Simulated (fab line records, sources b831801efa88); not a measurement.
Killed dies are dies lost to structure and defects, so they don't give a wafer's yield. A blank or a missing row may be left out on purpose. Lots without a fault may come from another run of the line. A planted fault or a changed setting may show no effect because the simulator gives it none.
One fault seen from 2 desks | flow sky130 | each desk has only its own numbers; what lay behind them comes last

THE TOOL OWNER'S DESK: plasma_asher-03
The tool's own readings at SKY_SD_N_STRIP_11 (strips in O2/N2): means of the sampled wafers that have a number, for each lot that ran on this tool. A lot is out of limits, marked OUT, if its mean lies more than 4 standard deviations from the usual mean; the brackets give that distance.
Columns: A = drypump_motor_current_A at SKY_SD_N_STRIP_11, usual 5.6 A; B = oes_product_au at SKY_SD_N_STRIP_11, usual 0.527 a.u.; C = strip_time_to_endpoint_s at SKY_SD_N_STRIP_11, usual 22.56 s
lot  | first seen here | A   | B                | C
L727 | day 28 17:36    | 5.5 | 0.528            | 22.51
L731 | day 30 07:10    | 5.9 | 0.524            | 22.61
L733 | day 31 00:49    | 5.5 | 0.526            | 22.56
L738 | day 32 15:08    | 5.4 | 0.504 (-5.1) OUT | -
L747 | day 35 09:40    | 5.7 | 0.526            | 22.52
This desk's finding: out of limits on L738; first on L738, day 32 15:08 (oes_product_au at SKY_SD_N_STRIP_11). In limits: L727, L731, L733, L747.

THE METROLOGY DESK
What the gauges read, lot by lot, whatever tool the lot ran on: means of the sampled wafers that have a number. A lot is out of limits, marked OUT, if its mean lies more than 4 standard deviations from the usual mean; the brackets give that distance.
Columns: A = cd_nm at SKY_POLY_CUT_CD_MEAS_08, usual 270.2 nm; B = RES_XHIGH_RS at SKY_SD_N_RS_MEAS_18, usual 333.1 ohm/sq; C = LI_CONTACT_BOW at SKY_LI_CONTACT_BOW_MEAS_03, usual 56 um
lot  | first seen here | A     | B     | C
L724 | day 24 06:31    | 268.4 | 333.3 | 49
L725 | day 24 10:14    | 270.8 | 333.6 | 65
L726 | day 24 15:41    | 269.2 | 332.4 | 50
L727 | day 25 01:58    | 268.8 | 332.1 | 61
L731 | day 26 17:18    | 270.1 | 333.1 | 51
L732 | day 27 02:31    | 272.6 | 332.9 | 52
L733 | day 27 12:37    | 268.6 | 332.6 | 52
L735 | day 28 06:38    | 270.5 | 334.3 | 58
L737 | day 28 19:42    | 269.8 | 332.7 | 59
L738 | day 29 03:17    | 270.7 | 331.4 | 49
L744 | day 31 06:13    | 267.5 | 332.4 | 58
L745 | day 31 08:16    | 272.1 | 334.3 | 57
L747 | day 32 02:07    | 270.7 | 333.7 | 52
This desk's finding: nothing out of limits on any of the 13 lots.

PUT TOGETHER
The tool owner's desk could have raised an alarm at day 32 15:08, on L738.
The metrology desk saw nothing out of limits.
The metrology desk has L738 on record, within its limits.
Of the lots named, all ran SKY_SD_N_STRIP_11 on plasma_asher-03.

WHAT THE SIMULATOR HAD PUT IN
Strip aborted: plasma_asher-03, from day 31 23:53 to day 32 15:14, at SKY_SD_N_STRIP_11. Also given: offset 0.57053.
Lots struck among those shown: L738.
Hours from the fault's start to each desk's first reading out of limits: the tool owner's desk, 15.
